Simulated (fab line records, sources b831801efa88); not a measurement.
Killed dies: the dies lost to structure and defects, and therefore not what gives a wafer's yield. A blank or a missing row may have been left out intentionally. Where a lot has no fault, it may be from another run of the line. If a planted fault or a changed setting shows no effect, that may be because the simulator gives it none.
fab line records	flow sky130
[record] lots = 5	wafers = 15	lastDay = 51
route steps=708 shown CONTACT@415 METAL1@434
lots that met no fault: from a run of the same line without faults
startH: hours from the record's first day to the start of the lot's first wafer shown	waitH: hours from the lot's prior step to this one	" unchanged from the row above	L1.1+2: one row covering several wafers at once	- no value, or no start given	* or withheld: withheld	< > ~ a bound
route shown NAME@n: a module of which the file shows steps, and the number in the route of the first	usual: mean and standard deviation over wafers with no fault	same: alike in all rows	chamber/n: place in a boat	sites: the reading at each site	_std_site: standard deviation of those values	_edge_site: inner sites' mean taken away from outer sites' mean	radiusMm: how far each site lies from the wafer's centre	mask NAME#n: copy n	behind: the tool/chamber that last shaped the wafer	hold: cause of the lot's hold/its duration in hours/its outcome	device: which transistor (n, p or np) failed to switch	end of line: at the end of the route, the tests of the same wafers	a step given without rows: its recipe and nothing more	killed: dies lost to structure and defects at the first sort, not the wafer's yield	map: a wafer's dies, marking killed ones x, the rest . and places with no die _
set.NAME: the setting as run; set.NAME@STEP: as run at that earlier step	model.NAME: the simulator's own value behind a step, which no gauge read
lots seen at some steps along the route; tables by step, rows by wafer
services: from which hour (startH, from the record's first day; less than 0 if before it) a tool's chamber was out of use, for how many hours, and why
[[steps]]
[step SKY_CONTACT_COAT_09]
[recipe] resist = KrF-thick	spinRpm = 3000	resistThkNm = 450
[usual] dispensePressureKPa = 48.1/2.5
lot.wafer	tool	chamber	startH	waitH	dispensePressureKPa
L074.1	lithoTrack-03	0	-	-	47.8
L074.2	"	0	"	"	47.8
L074.6	"	0	"	"	47.9
L082.1	lithoTrack-01	0	-	-	45.7
L082.2	"	0	"	"	45.7
L082.3	"	0	"	"	45.7
L084.1	lithoTrack-01	0	-	-	45.7
L084.4	"	0	"	"	45.7
L084.5	"	0	"	"	45.7
L087.1	lithoTrack-01	0	-	-	45.7
L087.2	"	0	"	"	45.7
L087.5	"	0	"	"	45.7
L095.1	lithoTrack-03	0	-	-	47.8
L095.5	"	0	"	"	47.8
L095.6	"	0	"	"	47.8
[step SKY_CONTACT_SOFTBAKE_10]
[recipe] tempC = 100	timeS = 90	resist = KrF-thick
lot.wafer	tool	chamber	startH	waitH
L074.1+2+6	lithoTrack-03	0	-	-
L082.1+2+3	lithoTrack-01	0	-	-
L084.1+4+5	lithoTrack-01	0	-	-
L087.1+2+5	lithoTrack-01	0	-	-
L095.1+5+6	lithoTrack-03	0	-	-
[step SKY_CONTACT_EXPOSE_11]
[recipe] maskId = CTM1	na = 0.8	sourceShape = annular	sigmaInner = 0.55	sigmaOuter = 0.85	targetCdNm = 170	doseMj = 38
lot.wafer	tool	chamber	startH	waitH	mask
L074.1+2+6	krfScanner-02	0	-	-	CTM1#0
L082.1+2+3	krfScanner-01	0	-	-	CTM1#0
L084.1+4+5	krfScanner-01	0	-	-	CTM1#0
L087.1+2+5	krfScanner-01	0	-	-	CTM1#0
L095.1+5+6	krfScanner-02	0	-	-	CTM1#0
[step SKY_CONTACT_PEB_12]
[recipe] pebTempC = withheld	pebTimeS = withheld	resist = KrF-thick
lot.wafer	tool	chamber	startH	waitH
L074.1+2+6	lithoTrack-03	0	-	-
L082.1+2+3	lithoTrack-01	0	-	-
L084.1+4+5	lithoTrack-02	0	-	-
L087.1+2+5	lithoTrack-01	0	-	-
L095.1+5+6	lithoTrack-01	0	-	-
[step SKY_CONTACT_DEVELOP_13]
[recipe] developTimeS = 60	resist = KrF-thick	devTempC = 21
[usual] developerTempC = 20.97/0.1
lot.wafer	tool	chamber	startH	waitH	developerTempC
L074.1	lithoTrack-03	0	-	-	20.95
L074.2	"	0	"	"	21.20
L074.6	"	0	"	"	20.94
L082.1	lithoTrack-01	0	-	-	20.93
L082.2	"	0	"	"	21.00
L082.3	"	0	"	"	20.87
L084.1	lithoTrack-02	0	-	-	20.80
L084.4	"	0	"	"	20.94
L084.5	"	0	"	"	21.10
L087.1	lithoTrack-01	0	-	-	20.96
L087.2	"	0	"	"	21.04
L087.5	"	0	"	"	20.93
L095.1	lithoTrack-01	0	-	-	20.76
L095.5	"	0	"	"	20.88
L095.6	"	0	"	"	20.87
[step SKY_CONTACT_CD_MEAS_14]
[recipe] targetCdNm = 170
[usual] cdNm = 170.2/1.3
lot.wafer	tool	chamber	startH	waitH	cdNm
L074.1	cdSem-01	-	739.02	-	171.4
L074.2	"	-	"	"	171.2
L074.6	"	-	"	"	169.9
L082.1	cdSem-02	-	811.43	-	168.0
L082.2	"	-	"	"	168.9
L082.3	"	-	"	"	168.7
L084.1	cdSem-01	-	815.79	-	169.9
L084.4	"	-	"	"	170.9
L084.5	"	-	"	"	172.2
L087.1	cdSem-01	-	839.93	-	171.7
L087.2	"	-	"	"	171.9
L087.5	"	-	"	"	171.4
L095.1	cdSem-01	-	938.64	-	170.9
L095.5	"	-	"	"	172.6
L095.6	"	-	"	"	170.6
[step SKY_CONTACT_OVL_MEAS_15]
[usual] CONTACT_OVL = 0/6.8
lot.wafer	tool	chamber	startH	waitH	CONTACT_OVL[nm]
L074.1	overlay-01	-	739.14	0.1	-2
L074.2	"	-	"	"	-4
L074.6	"	-	"	"	4
L082.1	overlay-02	-	811.55	0.1	6
L082.2	"	-	"	"	9
L082.3	"	-	"	"	8
L084.1	overlay-02	-	815.91	0.1	4
L084.4	"	-	"	"	2
L084.5	"	-	"	"	-2
L087.1	overlay-01	-	840.05	0.1	-2
L087.2	"	-	"	"	-5
L087.5	"	-	"	"	7
L095.1	overlay-02	-	938.76	0.1	10
L095.5	"	-	"	"	11
L095.6	"	-	"	"	9
[step SKY_CONTACT_ETCH_16]
[recipe] chemistry = N2/H2	target = BARC	ionEnergyEv = 200	sourceW = 500	biasW = 100	pressureMtorr = 30	n2FlowSccm = 100	h2FlowSccm = 200	stopOn = SiO2	timeS = 45.9	targetDepthA = 600
[usual] chamberPressureMTorr = 30.001/0.026	drypumpMotorCurrentA = 5.9/0.32	oesProductAu = 0.855/0.0048	throttleValvePct = 13.225/0.0089
lot.wafer	tool	chamber	startH	waitH	chamberPressureMTorr	drypumpMotorCurrentA	oesProductAu	rfHoursCounterH	throttleValvePct
L074.1	rieDiel-04	0	739.17	0.0	30.012	5.7	0.852	13	13.226
L074.2	"	2	"	"	30.014	6.4	0.856	5	13.218
L074.6	"	3	"	"	30.009	5.9	0.852	-	13.231
L082.1	rieDiel-03	1	811.59	0.0	30.068	5.9	0.846	16	13.218
L082.2	"	2	"	"	30.005	6.4	0.853	20	13.213
L082.3	"	0	"	"	30.020	5.5	0.854	13	13.231
L084.1	rieDiel-03	0	815.94	0.0	30.001	5.5	0.860	13	13.220
L084.4	"	3	"	"	30.010	6.4	0.858	2	13.213
L084.5	"	2	"	"	30.050	6.4	0.866	-	13.216
L087.1	rieDiel-04	0	840.09	0.0	29.978	5.7	0.852	16	13.230
L087.2	"	1	"	"	30.050	5.9	0.853	5	13.223
L087.5	"	3	"	"	29.978	6.0	0.858	-	13.245
L095.1	rieDiel-02	0	938.79	0.0	30.007	5.9	0.846	3	13.228
L095.5	"	3	"	"	30.002	5.4	0.859	-	13.204
L095.6	"	2	"	"	29.992	5.8	0.850	-	13.218
[step SKY_CONTACT_ETCH_17]
[recipe] target = SiO2	chemistry = C4F8/O2/Ar	stopOn = Si3N4	maskMaterial = KrF-thick	sourceW = 1500	biasW = 1200	pressureMtorr = 40	c4f8FlowSccm = withheld	O2_flow_sccm = 6	Ar_flow_sccm = 300	timeS = withheld	targetDepthA = 3400
[usual] chamberPressureMTorr = 40.00/0.037	oesProductAu = 0.892/0.0049
lot.wafer	tool	chamber	startH	waitH	chamberPressureMTorr	oesProductAu
L074.1	rieDiel-04	0	739.21	0.0	39.97	0.896
L074.2	"	2	"	"	40.03	0.902
L074.6	"	3	"	"	40.00	0.888
L082.1	rieDiel-03	1	811.63	0.0	40.02	0.886
L082.2	"	2	"	"	39.95	0.892
L082.3	"	0	"	"	40.05	0.889
L084.1	rieDiel-03	0	815.99	0.0	39.94	0.892
L084.4	"	3	"	"	39.98	0.885
L084.5	"	2	"	"	39.97	0.893
L087.1	rieDiel-04	0	840.13	0.0	40.00	0.884
L087.2	"	1	"	"	39.98	0.898
L087.5	"	3	"	"	40.04	0.898
L095.1	rieDiel-02	0	938.83	0.0	39.97	0.888
L095.5	"	3	"	"	40.01	0.900
L095.6	"	2	"	"	40.04	0.900
[step SKY_CONTACT_ETCH_18]
[recipe] target = Si3N4	chemistry = CHF3/O2	stopOn = TiN	sourceW = 600	biasW = 200	pressureMtorr = 40	chf3FlowSccm = 50	O2_flow_sccm = 5	timeS = 39	targetDepthA = 750
[usual] chamberPressureMTorr = 40.00/0.038	drypumpMotorCurrentA = 5.9/0.32	oesProductAu = 0.854/0.0082	throttleValvePct = 8.794/0.0098
lot.wafer	tool	chamber	startH	waitH	chamberPressureMTorr	drypumpMotorCurrentA	oesProductAu	rfHoursCounterH	throttleValvePct
L074.1	rieDiel-04	0	-	-	40.01	5.7	0.845	13	8.786
L074.2	"	2	"	"	40.01	6.5	0.842	5	8.793
L074.6	"	3	"	"	39.86	6.0	0.858	-	8.801
L082.1	rieDiel-03	1	-	-	40.06	5.9	0.848	16	8.801
L082.2	"	2	"	"	39.96	6.4	0.847	20	8.795
L082.3	"	0	"	"	39.95	5.5	0.851	13	8.782
L084.1	rieDiel-03	0	-	-	39.97	5.5	0.847	13	8.791
L084.4	"	3	"	"	39.99	6.4	0.854	2	8.792
L084.5	"	2	"	"	40.02	6.4	0.865	-	8.782
L087.1	rieDiel-04	0	-	-	40.01	5.6	0.851	16	8.820
L087.2	"	1	"	"	40.05	5.8	0.848	5	8.795
L087.5	"	3	"	"	40.10	5.9	0.860	-	8.796
L095.1	rieDiel-02	0	-	-	40.02	5.9	0.846	3	8.806
L095.5	"	3	"	"	40.02	5.4	0.853	-	8.784
L095.6	"	2	"	"	39.99	5.8	0.856	-	8.784
[step SKY_CONTACT_STRIP_19]
[recipe] chemistry = O2/N2	powerW = 1400	pressureMtorr = 1500	platenTempC = withheld	o2FlowSccm = 3000	n2FlowSccm = 300	overashFraction = 0.5
[usual] chamberPressureMTorr = 1500.1/1.4	drypumpMotorCurrentA = 6.0/0.34	oesProductAu = 0.381/0.0044	stripTimeToEndpointS = 3.61/0.036
lot.wafer	tool	chamber	startH	waitH	chamberPressureMTorr	drypumpMotorCurrentA	oesProductAu	rfHoursCounterH	stripTimeToEndpointS
L074.1	plasmaAsher-02	1	739.30	-	1499.1	5.8	0.381	63	3.63
L074.2	"	0	"	"	1500.5	6.3	0.385	63	3.56
L074.6	"	1	"	"	1500.5	5.8	0.380	-	3.58
L082.1	plasmaAsher-01	0	811.72	-	1500.5	5.8	0.376	35	3.62
L082.2	"	1	"	"	1499.9	6.0	0.378	35	3.60
L082.3	"	1	"	"	1498.5	6.0	0.384	-	3.69
L084.1	plasmaAsher-01	1	816.08	-	1499.0	6.0	0.380	36	3.70
L084.4	"	1	"	"	1499.6	6.0	0.380	-	3.62
L084.5	"	1	"	"	1499.5	6.0	0.384	-	3.60
L087.1	plasmaAsher-03	1	840.23	-	1503.1	5.4	0.389	9	3.68
L087.2	"	0	"	"	1501.6	6.6	0.377	9	3.63
L087.5	"	1	"	"	1499.2	5.4	0.382	-	3.64
L095.1	plasmaAsher-03	0	938.92	-	1500.8	6.6	0.392	19	3.62
L095.5	"	0	"	"	1500.3	6.6	0.379	-	3.58
L095.6	"	1	"	"	1499.8	5.5	0.383	-	3.58
[step SKY_CONTACT_STRIP_20]
[recipe] chemistry = postEtchResidueRemover	timeS = 1200	tempC = 72.5
lot.wafer	tool	chamber	startH	waitH
L074.1+2+6	wetBench-01	0	739.40	0.1
L082.1+2+3	wetBench-01	0	811.82	0.1
L084.1+4+5	wetBench-03	2	816.18	0.1
L087.1+2+5	wetBench-03	0	840.33	0.1
L095.1+5+6	wetBench-01	3	939.02	0.1
[step SKY_CONTACT_CLEAN_21]
[recipe] chemistry = IPA	timeS = 180	tempC = 25
lot.wafer	tool	chamber	startH	waitH
L074.1+2+6	wetBench-03	0	739.75	0.0
L082.1+2+3	wetBench-02	2	812.16	0.0
L084.1+4+5	wetBench-01	0	816.52	0.0
L087.1+2+5	wetBench-01	3	840.73	0.0
L095.1+5+6	wetBench-02	2	939.37	0.0
[step SKY_CONTACT_CLEAN_22]
[recipe] chemistry = O3/DIW	dry = n2Spin
lot.wafer	tool	chamber	startH	waitH
L074.1+2+6	wetBench-02	2	739.80	0.0
L082.1+2+3	wetBench-03	1	812.23	0.0
L084.1+4+5	wetBench-03	0	816.58	0.0
L087.1+2+5	wetBench-03	0	840.79	0.0
L095.1+5+6	wetBench-03	2	939.42	0.0
[step SKY_CONTACT_SPUTTER_23]
[recipe] material = TiN	targetThkNm = 20	chamberPressurePa = 5	powerW = 4000	timeS = 80
[usual] throttleValvePct = 29.8/1
lot.wafer	tool	chamber	startH	waitH	throttleValvePct
L074.1	pvdSputter-01	-	739.90	0.0	30.0
L074.2	"	-	"	"	31.9
L074.6	"	-	"	"	29.7
L082.1	pvdSputter-02	-	812.32	0.0	29.3
L082.2	"	-	"	"	26.9
L082.3	"	-	"	"	29.6
L084.1	pvdSputter-02	-	816.67	0.0	29.4
L084.4	"	-	"	"	29.8
L084.5	"	-	"	"	29.7
L087.1	pvdSputter-01	-	840.91	0.0	29.7
L087.2	"	-	"	"	30.4
L087.5	"	-	"	"	30.2
L095.1	pvdSputter-03	-	939.52	0.0	29.4
L095.5	"	-	"	"	29.9
L095.6	"	-	"	"	30.1
[step SKY_CONTACT_CVD_24]
[recipe] material = W	targetThkNm = 340	timeS = 102.12	tempC = 400	pressureTorr = 40
[usual] heaterPowerW = 954/100
lot.wafer	tool	chamber	startH	waitH	heaterPowerW
L074.1	cvdW-01	1	739.96	0.0	841
L074.2	"	0	"	"	989
L074.6	"	0	"	"	1018
L082.1	cvdW-02	1	812.38	0.0	1056
L082.2	"	0	"	"	894
L082.3	"	0	"	"	885
L084.1	cvdW-02	0	816.73	0.0	897
L084.4	"	0	"	"	902
L084.5	"	0	"	"	871
L087.1	cvdW-02	0	840.97	0.0	901
L087.2	"	1	"	"	1063
L087.5	"	0	"	"	887
L095.1	cvdW-02	1	939.58	0.0	1097
L095.5	"	1	"	"	1077
L095.6	"	0	"	"	899
[step SKY_CONTACT_RS_MEAS_25]
[recipe] thkMeasGauge = four-point-probe	reads = W_of_CONTACT_CVD_24+TiN_of_CONTACT_SPUTTER_23
[usual] CONTACT_W_RS = 0.336/0.0041
lot.wafer	tool	chamber	startH	waitH	CONTACT_W_RS[ohm/sq]
L074.1	filmMetro-04	-	740.07	0.1	0.336
L074.2	"	-	"	"	0.331
L074.6	"	-	"	"	0.332
L082.1	filmMetro-03	-	812.49	0.1	0.335
L082.2	"	-	"	"	0.337
L082.3	"	-	"	"	0.344
L084.1	filmMetro-01	-	816.84	0.1	0.338
L084.4	"	-	"	"	0.334
L084.5	"	-	"	"	0.335
L087.1	filmMetro-03	-	841.08	0.1	0.338
L087.2	"	-	"	"	0.334
L087.5	"	-	"	"	0.338
L095.1	filmMetro-01	-	939.70	0.1	0.334
L095.5	"	-	"	"	0.336
L095.6	"	-	"	"	0.340
[step SKY_CONTACT_THK_MEAS_26]
[recipe] thkMeasGauge = xrf	reads = W_of_CONTACT_CVD_24
[usual] CONTACT_W_THK = 336/4.5
lot.wafer	tool	chamber	startH	waitH	CONTACT_W_THK[nm]
L074.1	filmMetro-04	-	740.19	0.1	336
L074.2	"	-	"	"	340
L074.6	"	-	"	"	338
L082.1	filmMetro-03	-	812.61	0.1	337
L082.2	"	-	"	"	334
L082.3	"	-	"	"	330
L084.1	filmMetro-01	-	816.96	0.1	332
L084.4	"	-	"	"	334
L084.5	"	-	"	"	333
L087.1	filmMetro-03	-	841.20	0.1	334
L087.2	"	-	"	"	337
L087.5	"	-	"	"	334
L095.1	filmMetro-01	-	939.82	0.1	336
L095.5	"	-	"	"	331
L095.6	"	-	"	"	332
[step SKY_CONTACT_CMP_27]
[recipe] stopOn = SiO2	tOverpolishS = 15	downForcePsi = 3.5	platenRpm = 60	targetThkNm = 0	padVelocityMS = 0.94248
[usual] motorCurrentA = 11.5/1.1	overpolishRunS = 15.001/0.008	timeToEndpointS = 83/3.9
lot.wafer	tool	chamber	startH	waitH	motorCurrentA	overpolishRunS	timeToEndpointS
L074.2	cmp-01	2	740.25	0.0	11.3	15.023	82
L074.1	"	0	"	"	12.2	15.005	84
L074.6	"	2	"	"	11.5	15.012	82
L082.1	cmp-02	3	812.67	0.1	11.1	14.993	85
L082.3	"	0	"	"	11.2	15.007	85
L082.2	"	2	"	"	9.8	15.008	80
L084.4	cmp-01	2	817.12	0.1	11.4	15.007	84
L084.1	"	3	"	"	10.0	15.000	85
L084.5	"	1	"	"	13.7	15.008	81
L087.1	cmp-02	2	841.26	0.1	10.1	15.009	75
L087.2	"	1	"	"	12.1	14.988	78
L087.5	"	3	"	"	10.6	14.983	83
L095.1	cmp-01	3	939.98	0.1	9.9	14.996	86
L095.6	"	1	"	"	12.7	14.993	83
L095.5	"	2	"	"	11.8	14.992	85
[step SKY_METAL1_SPUTTER_00]
[recipe] material = Ti	targetThkNm = 15	powerW = 3000	timeS = 10	chamberPressurePa = 0.3896
[usual] throttleValvePct = 29.5/1.1
lot.wafer	tool	chamber	startH	waitH	throttleValvePct
L074.1	pvdSputter-02	-	740.55	0.1	27.2
L074.2	"	-	"	"	29.4
L074.6	"	-	"	"	29.4
L082.1	pvdSputter-04	-	812.97	0.2	30.3
L082.2	"	-	"	"	29.6
L082.3	"	-	"	"	30.3
L084.1	pvdSputter-04	-	817.32	0.1	30.0
L084.4	"	-	"	"	29.7
L084.5	"	-	"	"	29.8
L087.1	pvdSputter-02	-	841.56	0.2	29.3
L087.2	"	-	"	"	29.1
L087.5	"	-	"	"	27.1
L095.1	pvdSputter-01	-	940.18	0.1	30.4
L095.5	"	-	"	"	29.9
L095.6	"	-	"	"	30.4
[step SKY_METAL1_SPUTTER_01]
[recipe] material = TiN	targetThkNm = 20	powerW = 6500	timeS = 16.7	chamberPressurePa = 0.4
[usual] throttleValvePct = 29.5/1.1
lot.wafer	tool	chamber	startH	waitH	throttleValvePct
L074.1	pvdSputter-02	-	740.57	0.0	26.9
L074.2	"	-	"	"	29.2
L074.6	"	-	"	"	29.6
L082.1	pvdSputter-04	-	812.99	0.0	30.4
L082.2	"	-	"	"	29.9
L082.3	"	-	"	"	30.2
L084.1	pvdSputter-04	-	817.34	0.0	29.9
L084.4	"	-	"	"	29.7
L084.5	"	-	"	"	29.7
L087.1	pvdSputter-02	-	841.58	0.0	29.7
L087.2	"	-	"	"	29.2
L087.5	"	-	"	"	27.0
L095.1	pvdSputter-01	-	940.20	0.0	29.8
L095.5	"	-	"	"	30.0
L095.6	"	-	"	"	30.3
[step SKY_METAL1_SPUTTER_02]
[recipe] material = AlCu	targetThkNm = 250	powerW = 10600	timeS = 13.3	chamberPressurePa = 0.4
[usual] throttleValvePct = 29.5/1.1
lot.wafer	tool	chamber	startH	waitH	throttleValvePct
L074.1	pvdSputter-02	-	740.60	0.0	27.2
L074.2	"	-	"	"	29.0
L074.6	"	-	"	"	29.2
L082.1	pvdSputter-04	-	813.02	0.0	30.0
L082.2	"	-	"	"	29.9
L082.3	"	-	"	"	30.6
L084.1	pvdSputter-04	-	817.37	0.0	30.3
L084.4	"	-	"	"	29.7
L084.5	"	-	"	"	30.1
L087.1	pvdSputter-02	-	841.61	0.0	29.6
L087.2	"	-	"	"	28.9
L087.5	"	-	"	"	27.0
L095.1	pvdSputter-01	-	940.22	0.0	29.9
L095.5	"	-	"	"	29.6
L095.6	"	-	"	"	30.2
[step SKY_METAL1_SPUTTER_03]
[recipe] material = Ti	targetThkNm = 5	powerW = 3000	timeS = 3.3	chamberPressurePa = 0.4
[usual] throttleValvePct = 29.5/1.1
lot.wafer	tool	chamber	startH	waitH	throttleValvePct
L074.1	pvdSputter-02	-	740.62	0.0	27.1
L074.2	"	-	"	"	28.9
L074.6	"	-	"	"	29.4
L082.1	pvdSputter-04	-	813.04	0.0	30.1
L082.2	"	-	"	"	30.0
L082.3	"	-	"	"	30.4
L084.1	pvdSputter-04	-	817.39	0.0	29.9
L084.4	"	-	"	"	29.7
L084.5	"	-	"	"	29.6
L087.1	pvdSputter-02	-	841.63	0.0	29.6
L087.2	"	-	"	"	29.2
L087.5	"	-	"	"	27.2
L095.1	pvdSputter-01	-	940.25	0.0	30.1
L095.5	"	-	"	"	29.8
L095.6	"	-	"	"	30.2
[step SKY_METAL1_SPUTTER_04]
[recipe] material = TiN	targetThkNm = 70	powerW = 6500	timeS = 58.3	chamberPressurePa = 0.4
[usual] throttleValvePct = 29.5/1.1
lot.wafer	tool	chamber	startH	waitH	throttleValvePct
L074.1	pvdSputter-02	-	740.64	0.0	26.8
L074.2	"	-	"	"	29.2
L074.6	"	-	"	"	29.6
L082.1	pvdSputter-04	-	813.06	0.0	30.0
L082.2	"	-	"	"	29.8
L082.3	"	-	"	"	30.5
L084.1	pvdSputter-04	-	817.41	0.0	29.8
L084.4	"	-	"	"	30.0
L084.5	"	-	"	"	29.9
L087.1	pvdSputter-02	-	841.65	0.0	29.6
L087.2	"	-	"	"	29.3
L087.5	"	-	"	"	27.2
L095.1	pvdSputter-01	-	940.27	0.0	29.9
L095.5	"	-	"	"	29.8
L095.6	"	-	"	"	30.0
[step SKY_METAL1_RS_MEAS_05]
[recipe] thkMeasGauge = four-point-probe	reads = TiN_of_METAL1_SPUTTER_04+Ti_of_METAL1_SPUTTER_03+AlCu_of_METAL1_SPUTTER_02+TiN_of_METAL1_SPUTTER_01+Ti_of_METAL1_SPUTTER_00
[usual] METAL1_ALCU_RS = 0.1271/0.0012
lot.wafer	tool	chamber	startH	waitH	METAL1_ALCU_RS[ohm/sq]
L074.1	filmMetro-03	-	740.69	0.0	0.1282
L074.2	"	-	"	"	0.1268
L074.6	"	-	"	"	0.1265
L082.1	filmMetro-03	-	813.11	0.0	0.1273
L082.2	"	-	"	"	0.1268
L082.3	"	-	"	"	0.1259
L084.1	filmMetro-01	-	817.46	0.0	0.1267
L084.4	"	-	"	"	0.1264
L084.5	"	-	"	"	0.1261
L087.1	filmMetro-02	-	841.70	0.0	0.1267
L087.2	"	-	"	"	0.1267
L087.5	"	-	"	"	0.1277
L095.1	filmMetro-01	-	940.31	0.0	0.1281
L095.5	"	-	"	"	0.1277
L095.6	"	-	"	"	0.1272
[step SKY_METAL1_THK_MEAS_06]
[recipe] thkMeasGauge = xrf	reads = AlCu_of_METAL1_SPUTTER_02
[usual] METAL1_ALCU_THK = 246/3.2
lot.wafer	tool	chamber	startH	waitH	METAL1_ALCU_THK[nm]
L074.1	filmMetro-03	-	740.81	0.1	242
L074.2	"	-	"	"	247
L074.6	"	-	"	"	247
L082.1	filmMetro-03	-	813.23	0.1	244
L082.2	"	-	"	"	245
L082.3	"	-	"	"	248
L084.1	filmMetro-01	-	817.58	0.1	247
L084.4	"	-	"	"	247
L084.5	"	-	"	"	249
L087.1	filmMetro-02	-	841.82	0.1	249
L087.2	"	-	"	"	248
L087.5	"	-	"	"	249
L095.1	filmMetro-01	-	940.43	0.1	243
L095.5	"	-	"	"	243
L095.6	"	-	"	"	241
[step SKY_METAL1_DEHYDRATE_07]
[recipe] tempC = 200	timeS = 60
lot.wafer	tool	chamber	startH	waitH
L074.1+2+6	lithoTrack-01	0	753.33	12.5
L082.1+2+3	lithoTrack-04	0	826.04	12.8
L084.1+4+5	lithoTrack-03	0	830.72	13.1
L087.1+2+5	lithoTrack-04	0	854.29	12.5
L095.1+5+6	lithoTrack-04	0	951.94	11.5
[step SKY_METAL1_HMDS_08]
[recipe] primeTimeS = 60	primeTempC = 120
lot.wafer	tool	chamber	startH	waitH
L074.1+2+6	lithoTrack-01	0	753.48	0.1
L082.1+2+3	lithoTrack-04	0	826.19	0.1
L084.1+4+5	lithoTrack-03	0	830.87	0.1
L087.1+2+5	lithoTrack-04	0	854.44	0.1
L095.1+5+6	lithoTrack-04	0	952.09	0.1
[step SKY_METAL1_COAT_09]
[recipe] resist = BARC	tempC = withheld	timeS = withheld	spinRpm = 3000	resistThkNm = 60
[usual] dispensePressureKPa = 48.2/1.9
lot.wafer	tool	chamber	startH	waitH	dispensePressureKPa
L074.1	lithoTrack-01	0	753.63	0.1	45.7
L074.2	"	0	"	"	45.7
L074.6	"	0	"	"	45.7
L082.1	lithoTrack-04	0	826.34	0.1	50.4
L082.2	"	0	"	"	50.4
L082.3	"	0	"	"	50.4
L084.1	lithoTrack-03	0	831.02	0.1	47.8
L084.4	"	0	"	"	47.8
L084.5	"	0	"	"	47.9
L087.1	lithoTrack-04	0	854.59	0.1	50.4
L087.2	"	0	"	"	50.4
L087.5	"	0	"	"	50.4
L095.1	lithoTrack-04	0	952.24	0.1	50.4
L095.5	"	0	"	"	50.3
L095.6	"	0	"	"	50.4
[step SKY_METAL1_COAT_10]
[recipe] resist = KrF-thick	spinRpm = 3000	resistThkNm = 450
[usual] dispensePressureKPa = 48.2/1.9
lot.wafer	tool	chamber	startH	waitH	dispensePressureKPa
L074.1	lithoTrack-01	0	-	-	45.7
L074.2	"	0	"	"	45.7
L074.6	"	0	"	"	45.7
L082.1	lithoTrack-04	0	-	-	50.4
L082.2	"	0	"	"	50.4
L082.3	"	0	"	"	50.3
L084.1	lithoTrack-03	0	-	-	47.9
L084.4	"	0	"	"	47.8
L084.5	"	0	"	"	47.8
L087.1	lithoTrack-04	0	-	-	50.4
L087.2	"	0	"	"	50.4
L087.5	"	0	"	"	50.4
L095.1	lithoTrack-04	0	-	-	50.4
L095.5	"	0	"	"	50.4
L095.6	"	0	"	"	50.4
[step SKY_METAL1_SOFTBAKE_11]
[recipe] tempC = 100	timeS = 90	resist = KrF-thick
lot.wafer	tool	chamber	startH	waitH
L074.1+2+6	lithoTrack-01	0	-	-
L082.1+2+3	lithoTrack-04	0	-	-
L084.1+4+5	lithoTrack-03	0	-	-
L087.1+2+5	lithoTrack-04	0	-	-
L095.1+5+6	lithoTrack-04	0	-	-
[step SKY_METAL1_EXPOSE_12]
[recipe] maskId = MM1	na = 0.8	sourceShape = annular	sigmaInner = 0.55	sigmaOuter = 0.85	targetCdNm = 140	doseMj = 28
lot.wafer	tool	chamber	startH	waitH	mask
L074.1+2+6	krfScanner-01	0	-	-	MM1#0
L082.1+2+3	krfScanner-02	0	-	-	MM1#0
L084.1+4+5	krfScanner-01	0	-	-	MM1#0
L087.1+2+5	krfScanner-01	0	-	-	MM1#0
L095.1+5+6	krfScanner-01	0	-	-	MM1#0
[step SKY_METAL1_PEB_13]
[recipe] pebTempC = withheld	pebTimeS = withheld	resist = KrF-thick
lot.wafer	tool	chamber	startH	waitH
L074.1+2+6	lithoTrack-04	0	-	-
L082.1+2+3	lithoTrack-03	0	-	-
L084.1+4+5	lithoTrack-03	0	-	-
L087.1+2+5	lithoTrack-03	0	-	-
L095.1+5+6	lithoTrack-03	0	-	-
[step SKY_METAL1_DEVELOP_14]
[recipe] developTimeS = 60	resist = KrF-thick	devTempC = 21
[usual] developerTempC = 21.00/0.11
lot.wafer	tool	chamber	startH	waitH	developerTempC
L074.1	lithoTrack-04	0	-	-	21.06
L074.2	"	0	"	"	21.11
L074.6	"	0	"	"	21.09
L082.1	lithoTrack-03	0	-	-	20.98
L082.2	"	0	"	"	21.02
L082.3	"	0	"	"	20.97
L084.1	lithoTrack-03	0	-	-	20.89
L084.4	"	0	"	"	20.77
L084.5	"	0	"	"	21.08
L087.1	lithoTrack-03	0	-	-	21.03
L087.2	"	0	"	"	20.90
L087.5	"	0	"	"	21.03
L095.1	lithoTrack-03	0	-	-	21.10
L095.5	"	0	"	"	21.05
L095.6	"	0	"	"	20.96
[step SKY_METAL1_CD_MEAS_15]
[recipe] targetCdNm = 140
[usual] cdNm = 140.7/1.6
lot.wafer	tool	chamber	startH	waitH	cdNm
L074.1	cdSem-01	-	767.34	-	140.1
L074.2	"	-	"	"	141.2
L074.6	"	-	"	"	140.5
L082.1	cdSem-01	-	839.52	-	137.5
L082.2	"	-	"	"	137.7
L082.3	"	-	"	"	136.9
L084.1	cdSem-02	-	843.77	-	141.0
L084.4	"	-	"	"	140.2
L084.5	"	-	"	"	142.2
L087.1	cdSem-02	-	867.42	-	141.6
L087.2	"	-	"	"	140.4
L087.5	"	-	"	"	141.7
L095.1	cdSem-01	-	965.27	-	140.4
L095.5	"	-	"	"	140.9
L095.6	"	-	"	"	139.2
[[services]]
tool	chamber	startH	hours	kind
krfScanner-01	-	706.23	0.8	pm
krfScanner-01	-	706.30	2.1	repair
krfScanner-01	-	708.42	13.5	repair
rieDiel-04	1	709.85	18.3	repair
krfScanner-01	-	731.47	0.6	repair
pvdSputter-02	-	740.95	5.5	repair
krfScanner-01	-	758.15	1.0	pm
rieDiel-04	0	765.69	6.6	repair
krfScanner-01	-	774.41	0.6	repair
rieDiel-04	-	805.43	0.8	repair
pvdSputter-01	-	818.93	2.9	repair
rieDiel-04	-	819.53	0.8	repair
pvdSputter-02	-	820.47	1.4	repair
rieDiel-03	2	860.47	7.9	repair
krfScanner-01	-	861.90	1.3	pm
rieDiel-03	0	868.68	2.4	repair
krfScanner-01	-	871.92	0.8	pm
pvdSputter-01	-	874.92	3.5	repair
rieDiel-04	2	893.15	5.9	repair
rieDiel-03	3	899.94	4.7	repair
pvdSputter-02	-	919.42	3.8	repair
krfScanner-01	-	927.15	1.0	pm
pvdSputter-04	-	944.69	2.5	repair
rieDiel-03	0	959.98	5.4	repair
[[key]]
fault none
